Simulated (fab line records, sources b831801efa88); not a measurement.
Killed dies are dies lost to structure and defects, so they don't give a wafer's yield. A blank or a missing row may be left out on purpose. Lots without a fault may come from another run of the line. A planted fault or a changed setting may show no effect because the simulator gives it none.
One fault seen from 2 desks | flow gf180mcu | each desk has only its own numbers; what lay behind them comes last

THE METROLOGY DESK
What the gauges read, lot by lot, whatever tool the lot ran on: means of the sampled wafers that have a number. A lot is out of limits, marked OUT, if its mean lies more than 4 standard deviations from the usual mean; the brackets give that distance.
Columns: A = DNWELL_TW at GF_DNWELL_TW_MEAS_09, usual 1340; B = NWELL_OVL at GF_NWELL_OVL_MEAS_07, usual -0.8 nm
lot  | first seen here | A    | B
L930 | day 3 00:40     | 1339 | -0.2
L935 | day 4 01:53     | 1323 | 0.3
L939 | day 4 23:05     | 1342 | -2.6
L943 | day 5 21:55     | 1352 | -2.9
L951 | day 7 14:50     | 1358 | -1.5
L952 | day 7 20:24     | 1350 | -1.5
This desk's finding: nothing out of limits on any of the 6 lots.

THE TOOL OWNER'S DESK: implanter-03
The tool's own readings at GF_NWELL_IMPLANT_09: means of the sampled wafers that have a number, for each lot that ran on this tool. A lot is out of limits, marked OUT, if its mean lies more than 4 standard deviations from the usual mean; the brackets give that distance.
Columns: A = beam_energy_keV at GF_NWELL_IMPLANT_09, usual 160.01
lot  | first seen here | A
L935 | day 4 15:19     | 160.04
L939 | day 5 13:20     | 181.34 (+99 or more) OUT
L943 | day 6 12:48     | 181.41 (+99 or more) OUT
This desk's finding: out of limits on L939, L943; first on L939, day 5 13:20 (beam_energy_keV at GF_NWELL_IMPLANT_09). In limits: L935.

PUT TOGETHER
The tool owner's desk could have raised an alarm at day 5 13:20, on L939, L943.
The metrology desk saw nothing out of limits.
The metrology desk has L939, L943 on record, within its limits.
Of the lots named, all ran GF_NWELL_IMPLANT_09 on implanter-03.

WHAT THE SIMULATOR HAD PUT IN
Process parameter drift: implanter-03, from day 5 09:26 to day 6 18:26, at GF_NWELL_IMPLANT_09. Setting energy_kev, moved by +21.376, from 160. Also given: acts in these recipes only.
Lots struck among those shown: L939, L943.
Hours from the fault's start to each desk's first reading out of limits: the tool owner's desk, 4.
